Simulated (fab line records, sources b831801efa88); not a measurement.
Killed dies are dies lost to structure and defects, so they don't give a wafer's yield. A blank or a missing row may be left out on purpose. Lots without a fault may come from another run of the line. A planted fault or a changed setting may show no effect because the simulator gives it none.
fab line records | flow sky130
record lots=6 wafers=18 last_day=50
route steps=708 shown VT_ADJUST_LVTN@104 VT_ADJUST_NCORE@119 PAD_OPEN@708
lots that met no fault: from a run of the same line without faults
start_h: hours from the record's first day to the start of the lot's first wafer shown | wait_h: hours since the lot's step before | " the same as in the row above | L1.1+2: a row that stands for several wafers | - no value, or no start given | * or withheld: withheld | < > ~ a bound
route shown NAME@n: a module of which the file shows steps, and the number in the route of the first | usual: mean/standard deviation of fault-free wafers | same: alike in all rows | chamber/n: place in a boat | sites: the reading at each site | _std_site: their standard deviation | _edge_site: outer sites' mean less inner sites' | radius_mm: how far each site lies from the wafer's centre | mask NAME#n: copy n | behind: the tool/chamber that last shaped the wafer | hold: why the lot was held/for how many hours/how that ended | device: the transistor (n, p or np) that didn't switch | end of line: the same wafers' tests at the end of the route | a step without rows: its recipe alone | killed: dies lost to structure and defects at the first sort, not the wafer's yield | map: a wafer's dies, x killed, . not, _ none there
set.NAME: the setting as run; set.NAME@STEP: as run at that earlier step | model.NAME: the simulator's own value behind a step, which no gauge read
lots at some steps of the route; a table a step, a row a wafer
services: from which hour (start_h, from the record's first day; less than 0 if before it) a tool's chamber was out of use, for how many hours, and why
## steps
# step SKY_VT_ADJUST_LVTN_OVL_MEAS_07
# usual VT_ADJUST_LVTN_OVL=1.1/1.5
# columns lot.wafer tool chamber start_h wait_h VT_ADJUST_LVTN_OVL[nm]
L923.1 overlay-01 - 138.52 - 0.5
L923.4 " - " " -0.4
L923.5 " - " " 1.4
L924.1 overlay-01 - 148.68 - 1.0
L924.2 " - " " 2.5
L924.3 " - " " 0.3
L930.1 overlay-02 - 184.37 - 2.4
L930.2 " - " " 2.0
L930.4 " - " " 0.8
L931.1 overlay-02 - 190.27 - 0.7
L931.2 " - " " 3.1
L931.4 " - " " 2.4
L942.1 overlay-01 - 265.77 - 0.3
L942.4 " - " " 2.3
L942.5 " - " " 0.1
L946.2 overlay-01 - 308.38 - -0.6
L946.3 " - " " -1.1
L946.6 " - " " -1.8
# step SKY_VT_ADJUST_LVTN_IMPLANT_08
# recipe species=B energy_kev=30 dose_cm2=1.57e+12 tilt_deg=withheld
# step SKY_VT_ADJUST_LVTN_STRIP_09
# recipe chemistry=O2/N2 power_w=1400 pressure_mtorr=1500 platen_temp_c=withheld o2_flow_sccm=3000 n2_flow_sccm=300 overash_fraction=0.5
# usual drypump_motor_current_A=5.8/0.47 o2_flow_sccm=2998/8.4 oes_product_au=0.721/0.005 strip_time_to_endpoint_s=36.94/0.097
# same overash_fraction=0.5
# columns lot.wafer tool chamber start_h wait_h drypump_motor_current_A o2_flow_sccm oes_product_au rf_hours_counter_h strip_time_to_endpoint_s
L923.1 plasma_asher-04 0 138.70 0.1 5.1 3003 0.721 2 36.97
L923.4 " 0 " " 5.0 2998 0.727 - 36.98
L923.5 " 0 " " 5.1 3001 0.720 - 36.93
L924.1 plasma_asher-03 1 148.87 0.1 6.4 2998 0.721 43 36.98
L924.2 " 0 " " 5.5 2983 0.714 43 37.09
L924.3 " 0 " " 5.5 2993 0.721 - 37.05
L930.1 plasma_asher-02 0 184.55 0.1 6.1 3003 0.723 37 36.77
L930.2 " 1 " " 6.3 3003 0.719 37 36.62
L930.4 " 0 " " 6.1 3014 0.732 - 36.89
L931.1 plasma_asher-03 0 190.45 0.1 5.4 2985 0.723 48 37.03
L931.2 " 1 " " 6.4 2995 0.722 48 37.14
L931.4 " 0 " " 5.4 2998 0.728 - 36.97
L942.1 plasma_asher-03 0 265.95 0.1 5.4 3004 0.725 55 36.80
L942.4 " 0 " " 5.4 2998 0.726 - 36.96
L942.5 " 1 " " 6.4 2995 0.724 - 36.98
L946.2 plasma_asher-04 1 308.56 0.1 5.6 2999 0.726 18 37.01
L946.3 " 0 " " 5.1 3001 0.720 - 36.96
L946.6 " 0 " " 5.1 2985 0.723 - 36.94
# step SKY_VT_ADJUST_LVTN_TW_MEAS_10
# usual VT_ADJUST_LVTN_TW=244.8/2.4
# columns lot.wafer tool chamber start_h wait_h VT_ADJUST_LVTN_TW
L923.1 film_metro-03 - 138.80 0.1 245.1
L923.4 " - " " 245.0
L923.5 " - " " 246.3
L924.1 film_metro-01 - 148.97 0.1 244.7
L924.2 " - " " 244.5
L924.3 " - " " 243.3
L930.1 film_metro-03 - 184.65 0.1 246.5
L930.2 " - " " 247.5
L930.4 " - " " 246.4
L931.1 film_metro-03 - 190.55 0.1 246.8
L931.2 " - " " 246.4
L931.4 " - " " 246.5
L942.1 film_metro-01 - 266.05 0.1 243.9
L942.4 " - " " 243.1
L942.5 " - " " 243.9
L946.2 film_metro-02 - 308.67 0.1 242.5
L946.3 " - " " 239.5
L946.6 " - " " 239.7
# step SKY_VT_ADJUST_LVTN_DEHYDRATE_11
# recipe temp_c=200 time_s=60
# step SKY_VT_ADJUST_LVTN_HMDS_12
# recipe prime_time_s=60 prime_temp_c=120
# step SKY_VT_ADJUST_LVTN_COAT_13
# recipe resist=NOVOLAK spin_rpm=3000 resist_thk_nm=1140
# step SKY_VT_ADJUST_LVTN_SOFTBAKE_14
# recipe temp_c=90 time_s=60 resist=NOVOLAK
# step SKY_VT_ADJUST_LVTN_EXPOSE_15
# recipe mask_id=HVN_STD_DERIVED na=0.6 source_shape=conventional sigma_outer=0.6 polarization=unpolarized target_cd_nm=600 dose_mj=163
# step SKY_VT_ADJUST_LVTN_PEB_16
# recipe temp_c=withheld time_s=* resist=NOVOLAK
# step SKY_VT_ADJUST_LVTN_DEVELOP_17
# recipe resist=NOVOLAK developer=TMAH develop_time_s=60 dev_temp_c=23
# step SKY_VT_ADJUST_LVTN_OVL_MEAS_18
# usual VT_ADJUST_LVTN_01_OVL=0.8/1.4
# columns lot.wafer tool chamber start_h wait_h VT_ADJUST_LVTN_01_OVL[nm]
L923.1 overlay-01 - 157.52 0.1 1.6
L923.4 " - " " 0.3
L923.5 " - " " 2.4
L924.1 overlay-01 - 169.72 0.1 0.9
L924.2 " - " " 0.5
L924.3 " - " " 0.5
L930.1 overlay-01 - 204.67 0.1 -0.2
L930.2 " - " " -1.3
L930.4 " - " " 0.2
L931.1 overlay-02 - 212.07 0.1 0.8
L931.2 " - " " 1.4
L931.4 " - " " 2.4
L942.1 overlay-02 - 290.78 0.1 3.0
L942.4 " - " " -0.2
L942.5 " - " " 2.2
L946.2 overlay-01 - 335.13 0.1 0.5
L946.3 " - " " 2.2
L946.6 " - " " 0.6
# step SKY_VT_ADJUST_LVTN_IMPLANT_19
# recipe species=B energy_kev=30 dose_cm2=6.5e+11 tilt_deg=withheld
# usual dose_ions_cm2=6.499e+11/6.5e+08 faraday_current_uA=3.67/0.072
# columns lot.wafer tool chamber start_h wait_h dose_ions_cm2 faraday_current_uA
L923.1 implanter-02 0 157.55 0.0 6.508e+11 3.65
L923.4 " 0 " " 6.498e+11 3.70
L923.5 " 0 " " 6.504e+11 3.68
L924.1 implanter-03 0 169.75 0.0 6.493e+11 3.69
L924.2 " 0 " " 6.489e+11 3.69
L924.3 " 0 " " 6.502e+11 3.63
L930.1 implanter-02 0 204.70 0.0 4.011e+11 2.28
L930.2 " 0 " " 3.992e+11 2.22
L930.4 " 0 " " 3.993e+11 2.27
L931.1 implanter-02 0 212.10 0.0 4.01e+11 2.38
L931.2 " 0 " " 4.009e+11 2.26
L931.4 " 0 " " 4.009e+11 2.29
L942.1 implanter-02 0 290.81 0.0 6.502e+11 3.57
L942.4 " 0 " " 6.488e+11 3.63
L942.5 " 0 " " 6.51e+11 3.77
L946.2 implanter-01 0 335.19 0.0 6.492e+11 3.75
L946.3 " 0 " " 6.491e+11 3.69
L946.6 " 0 " " 6.497e+11 3.68
# step SKY_VT_ADJUST_LVTN_STRIP_20
# recipe chemistry=O2/N2 power_w=1400 pressure_mtorr=1500 platen_temp_c=withheld o2_flow_sccm=3000 n2_flow_sccm=300 overash_fraction=0.5
# usual drypump_motor_current_A=5.7/0.5 o2_flow_sccm=3000/8.8 oes_product_au=0.716/0.0042 strip_time_to_endpoint_s=14.17/0.041
# same overash_fraction=0.5
# columns lot.wafer tool chamber start_h wait_h drypump_motor_current_A o2_flow_sccm oes_product_au rf_hours_counter_h strip_time_to_endpoint_s
L923.1 plasma_asher-03 1 157.70 0.1 6.4 3008 0.721 44 14.20
L923.4 " 0 " " 5.5 2998 0.718 - 14.26
L923.5 " 1 " " 6.5 2993 0.715 - 14.24
L924.1 plasma_asher-03 0 169.90 0.1 5.4 2999 0.721 45 14.19
L924.2 " 1 " " 6.4 2997 0.709 45 14.24
L924.3 " 0 " " 5.4 2990 0.713 - 14.18
L930.1 plasma_asher-03 1 204.85 0.1 6.4 2993 0.722 49 14.12
L930.2 " 0 " " 5.4 2988 0.719 49 14.17
L930.4 " 1 " " 6.4 3002 0.711 - 14.17
L931.1 plasma_asher-04 1 212.25 0.1 5.6 3000 0.722 9 14.20
L931.2 " 0 " " 5.1 2990 0.718 9 14.17
L931.4 " 1 " " 5.6 3004 0.718 - 14.19
L942.1 plasma_asher-03 0 290.96 0.1 5.5 2997 0.717 58 14.15
L942.4 " 0 " " 5.5 2998 0.715 - 14.20
L942.5 " 0 " " 5.4 3010 0.718 - 14.21
L946.2 plasma_asher-03 0 335.31 0.1 5.4 2998 0.711 62 14.15
L946.3 " 1 " " 6.4 2992 0.714 - 14.13
L946.6 " 0 " " 5.4 3003 0.720 - 14.07
# step SKY_VT_ADJUST_LVTN_TW_MEAS_21
# usual VT_ADJUST_LVTN_2_TW=189.6/1.9
# columns lot.wafer tool chamber start_h wait_h VT_ADJUST_LVTN_2_TW
L923.1 film_metro-02 - 157.80 0.1 187.8
L923.4 " - " " 188.3
L923.5 " - " " 187.4
L924.1 film_metro-01 - 170.05 0.1 189.8
L924.2 " - " " 191.3
L924.3 " - " " 191.0
L930.1 film_metro-03 - 204.95 0.1 168.5
L930.2 " - " " 167.3
L930.4 " - " " 168.2
L931.1 film_metro-01 - 212.35 0.1 165.9
L931.2 " - " " 165.8
L931.4 " - " " 166.4
L942.1 film_metro-02 - 291.06 0.1 187.8
L942.4 " - " " 188.2
L942.5 " - " " 187.6
L946.2 film_metro-02 - 335.42 0.1 186.5
L946.3 " - " " 187.0
L946.6 " - " " 187.6
# step SKY_VT_ADJUST_NCORE_DEHYDRATE_00
# recipe temp_c=200 time_s=60
# step SKY_PAD_OPEN_PROBE_99
# usual killed_at_M0_to_M3=45/6.9 killed_at_M4_up=3.2/1.8 killed_at_contacts=25/5.3 killed_at_front_end=16/4.3 killed_at_other=0.2/0.52 killed_dies=88/8.7 killed_open=48/6.5 killed_short=40/6
# same gross_dies=492 killed_at_back_side=0
# columns lot.wafer tool chamber start_h wait_h killed_at_M0_to_M3 killed_at_M4_up killed_at_contacts killed_at_front_end killed_at_other killed_dies killed_open killed_short model.etest.res_pwell_under_gate.rs_ohm_sq model.etest.nfet_g5v0d10v5.drive_ua_um model.etest.nfet_16v.drive_ua_um model.etest.nfet_g5v0d10v5.body_rise_v model.etest.nfet_16v.body_rise_v model.etest.nfet_g5v0d10v5.vt_sat_v model.etest.nfet_g5v0d10v5.vt_v model.etest.nfet_16v.vt_v
L923.1 prober-01 - 1068.88 0.1 44 3 20 4 1 72 47 25 2307 604.5 219.3 0.6752 0.6691 0.7455 0.8097 0.7642
L923.4 prober-01 - 1069.03 0.2 56 4 23 14 0 97 54 43 2304 601 218.9 0.6736 0.6702 0.7647 0.8256 0.7705
L923.5 prober-01 - 1069.08 0.2 50 3 29 19 0 101 53 47 2283 606.4 222.1 0.6711 0.666 0.756 0.8166 0.7633
L924.1 prober-02 - 1083.28 0.1 41 4 23 12 0 80 45 35 2289 617.1 223.4 0.6705 0.6665 0.7529 0.812 0.7636
L924.2 prober-02 - 1083.33 0.1 52 1 25 9 1 88 49 38 2276 610.2 222.9 0.6762 0.6705 0.7613 0.8185 0.7663
L924.3 prober-02 - 1083.38 0.2 31 3 26 18 0 78 43 34 2276 608.9 221.8 0.6758 0.6713 0.7808 0.8384 0.775
L930.1 prober-02 - 1117.89 0.1 38 3 26 11 0 78 42 35 2349 616.9 225.8 0.6318 0.6281 0.7242 0.7917 0.7443
L930.2 prober-02 - 1117.94 0.1 46 3 17 16 0 82 46 35 2304 624.8 230.8 0.6299 0.624 0.7283 0.7965 0.7449
L930.4 prober-02 - 1118.04 0.2 44 4 27 22 0 97 59 38 2306 614.4 224.6 0.6352 0.6333 0.7268 0.7943 0.7482
L931.1 prober-01 - 1118.99 0.1 39 3 21 19 1 83 52 31 2327 620.4 229.4 0.6295 0.6252 0.7405 0.8037 0.7509
L931.2 prober-01 - 1119.04 0.1 39 3 22 11 0 75 37 38 2331 628.2 229.8 0.6286 0.6211 0.7296 0.7937 0.741
L931.4 prober-01 - 1119.14 0.2 49 2 29 13 0 93 54 39 2362 632.8 235.1 0.6219 0.6171 0.7324 0.796 0.7417
L942.1 prober-02 - 1183.05 0.1 53 3 21 14 0 91 48 43 2287 592.6 217.3 0.6886 0.6837 0.7725 0.8338 0.7817
L942.4 prober-02 - 1183.20 0.2 50 4 31 20 3 108 53 54 2275 595.8 218.1 0.6848 0.6798 0.7657 0.8262 0.7824
L942.5 prober-02 - 1183.25 0.2 58 2 25 26 1 112 55 56 2286 592.9 216.9 0.688 0.6823 0.7833 0.8451 0.7882
L946.2 prober-01 - 1208.01 0.1 29 1 25 15 0 70 42 28 2275 600.6 220.7 0.6744 0.6669 0.7859 0.8437 0.7863
L946.3 prober-01 - 1208.06 0.2 45 0 29 15 0 89 46 43 2288 606.4 223.2 0.6686 0.6625 0.779 0.8365 0.7747
L946.6 prober-01 - 1208.21 0.2 46 1 36 12 0 95 58 37 2290 603 221.6 0.6689 0.6616 0.7697 0.8264 0.7696
# killed by level:class
L923.1 VIA1:geometric_particle:open=11 VIA2:geometric_particle:open=10 CONTACT:geometric_particle:open=8 METAL1:geometric_particle:short=5 LI_CONTACT:geometric_particle:open=4 CONTACT:geometric_particle:short=4 VIA3:geometric_particle:open=4 METAL2:geometric_particle:short=4
L923.4 VIA1:geometric_particle:open=14 METAL1:geometric_particle:short=11 CONTACT:geometric_particle:open=11 VIA3:geometric_particle:open=8 VIA1:geometric_particle:short=7 VIA2:geometric_particle:open=6 VIA3:geometric_particle:short=4 FIELD_ISO:geometric_particle:open=3
L923.5 VIA1:geometric_particle:open=12 CONTACT:geometric_particle:open=11 METAL2:geometric_particle:short=10 POLY_GATE:geometric_particle:short=6 LI_CONTACT:geometric_particle:open=6 LOCAL_INTERCONNECT:geometric_particle:short=6 VIA1:geometric_particle:short=6 VIA3:geometric_particle:open=5
L924.1 CONTACT:geometric_particle:short=9 VIA1:geometric_particle:open=8 VIA3:geometric_particle:open=8 LI_CONTACT:geometric_particle:open=6 CONTACT:geometric_particle:open=6 VIA2:geometric_particle:open=5 POLY_GATE:geometric_particle:open=4 METAL1:geometric_particle:short=4
L924.2 VIA2:geometric_particle:open=13 VIA1:geometric_particle:open=12 LI_CONTACT:geometric_particle:open=7 CONTACT:geometric_particle:open=7 LOCAL_INTERCONNECT:geometric_particle:short=5 METAL3:geometric_particle:short=5 VIA3:geometric_particle:short=5 METAL1:geometric_particle:short=4
L924.3 CONTACT:geometric_particle:open=8 LI_CONTACT:geometric_particle:open=7 VIA1:geometric_particle:open=6 FIELD_ISO:geometric_particle:open=5 FIELD_ISO:geometric_particle:short=5 VIA2:geometric_particle:open=4 METAL1:geometric_particle:short=4 LI_CONTACT:geometric_particle:short=4
L930.1 LI_CONTACT:geometric_particle:open=9 CONTACT:geometric_particle:open=9 VIA1:geometric_particle:open=7 METAL1:geometric_particle:short=5 METAL2:geometric_particle:short=5 POLY_GATE:geometric_particle:open=4 VIA2:geometric_particle:open=4 VIA3:geometric_particle:open=4
L930.2 VIA1:geometric_particle:open=10 METAL1:geometric_particle:short=8 CONTACT:geometric_particle:open=7 METAL2:geometric_particle:short=7 FIELD_ISO:geometric_particle:open=6 LI_CONTACT:geometric_particle:open=6 VIA2:geometric_particle:open=4 VIA3:geometric_particle:open=4
L930.4 POLY_GATE:geometric_particle:open=11 LI_CONTACT:geometric_particle:open=8 VIA1:geometric_particle:open=8 METAL2:geometric_particle:open=7 VIA3:geometric_particle:open=6 METAL2:geometric_particle:short=6 FIELD_ISO:geometric_particle:open=5 LI_CONTACT:geometric_particle:short=5
L931.1 VIA1:geometric_particle:open=9 VIA2:geometric_particle:open=8 FIELD_ISO:geometric_particle:open=6 LI_CONTACT:geometric_particle:open=6 CONTACT:geometric_particle:short=6 CONTACT:geometric_particle:open=6 VIA3:geometric_particle:open=6 POLY_GATE:geometric_particle:short=5
L931.2 VIA1:geometric_particle:open=9 LI_CONTACT:geometric_particle:open=7 VIA1:geometric_particle:short=6 FIELD_ISO:geometric_particle:open=5 METAL2:geometric_particle:short=5 VIA3:geometric_particle:short=5 LOCAL_INTERCONNECT:geometric_particle:short=4 CONTACT:geometric_particle:open=4
L931.4 CONTACT:geometric_particle:open=13 VIA1:geometric_particle:open=11 LI_CONTACT:geometric_particle:open=7 METAL1:geometric_particle:short=7 VIA3:geometric_particle:open=7 VIA3:geometric_particle:short=6 VIA2:geometric_particle:open=5 LOCAL_INTERCONNECT:geometric_particle:short=4
L942.1 METAL2:geometric_particle:short=13 VIA1:geometric_particle:open=11 VIA3:geometric_particle:open=9 CONTACT:geometric_particle:open=8 LI_CONTACT:geometric_particle:open=7 POLY_GATE:geometric_particle:short=6 METAL1:geometric_particle:short=4 VIA2:geometric_particle:open=4
L942.4 CONTACT:geometric_particle:open=10 CONTACT:geometric_particle:short=9 METAL1:geometric_particle:short=9 VIA1:geometric_particle:open=8 VIA3:geometric_particle:open=8 FIELD_ISO:geometric_particle:short=7 VIA2:geometric_particle:open=6 FIELD_ISO:geometric_particle:open=5
L942.5 VIA1:geometric_particle:open=12 METAL1:geometric_particle:short=11 LI_CONTACT:geometric_particle:open=9 FIELD_ISO:geometric_particle:short=8 CONTACT:geometric_particle:open=7 VIA3:geometric_particle:open=7 FIELD_ISO:geometric_particle:open=6 VIA2:geometric_particle:open=6
L946.2 CONTACT:geometric_particle:open=10 VIA1:geometric_particle:open=10 LOCAL_INTERCONNECT:geometric_particle:short=5 FIELD_ISO:geometric_particle:open=4 LI_CONTACT:geometric_particle:open=4 VIA2:geometric_particle:open=4 FIELD_ISO:geometric_particle:short=3 CONTACT:geometric_particle:short=3
L946.3 VIA1:geometric_particle:open=10 LI_CONTACT:geometric_particle:open=8 CONTACT:geometric_particle:open=7 VIA3:geometric_particle:open=7 LI_CONTACT:geometric_particle:short=6 METAL3:geometric_particle:short=6 FIELD_ISO:geometric_particle:short=4 VIA2:geometric_particle:open=4
L946.6 VIA1:geometric_particle:open=12 LI_CONTACT:geometric_particle:open=11 LOCAL_INTERCONNECT:geometric_particle:short=9 VIA3:geometric_particle:open=8 CONTACT:geometric_particle:open=8 VIA2:geometric_particle:open=6 POLY_GATE:geometric_particle:open=5 METAL3:geometric_particle:short=4
## services
# columns tool chamber start_h hours kind
plasma_asher-04 0 117.75 - clean
plasma_asher-04 1 117.75 - clean
plasma_asher-04 - 133.37 2.8 pm
implanter-02 - 135.74 1.9 repair
implanter-03 - 141.56 2.7 repair
implanter-01 - 168.66 7.8 repair
implanter-01 - 173.22 2.5 repair
implanter-02 - 185.41 2.0 repair
implanter-01 - 213.36 3.1 repair
plasma_asher-02 - 241.67 2.8 pm
plasma_asher-04 - 259.26 4.3 repair
implanter-03 - 260.89 3.5 pm
implanter-02 - 268.19 3.2 repair
plasma_asher-02 - 276.93 1.6 repair
plasma_asher-02 - 283.88 7.5 repair
implanter-03 - 307.50 2.5 repair
plasma_asher-03 - 312.53 0.6 repair
implanter-02 - 317.88 9.8 repair
## key
first_sign step=SKY_VT_ADJUST_LVTN_IMPLANT_19 reading=dose_ions_cm2 direction=down sigmas=99+ usual=* struck=*
effect step=SKY_VT_ADJUST_LVTN_IMPLANT_19 reading=faraday_current_uA direction=down sigmas=19 usual=3.67 struck=2.28
effect step=SKY_VT_ADJUST_LVTN_TW_MEAS_21 reading=VT_ADJUST_LVTN_2_TW direction=down sigmas=12 usual=189.6 struck=167.0
model_effect step=SKY_PAD_OPEN_PROBE_99 value=etest.res_pwell_under_gate.rs_ohm_sq without=2283 struck=2330
met_at SKY_VT_ADJUST_LVTN_IMPLANT_19
struck_wafers L930.1,L930.2,L930.4,L931.1,L931.2,L931.4
tester_left_out L930,L931
onset_between 157.55 204.70
fault kind=process_parameter_drift tool=implanter-02 chamber=- onset_h=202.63 steps=SKY_VT_ADJUST_LVTN_IMPLANT_19 channel=dose_cm2 offset=* shape=step end_h=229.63 acts_in=* stated=*
# tester_left_out: of these lots the tester's yield and bins aren't shown, on N5 and GAA mostly nor the transistor test; their killed dies are dies lost to structure and defects alone, not to doping, threshold or leakage, so they don't give the yield
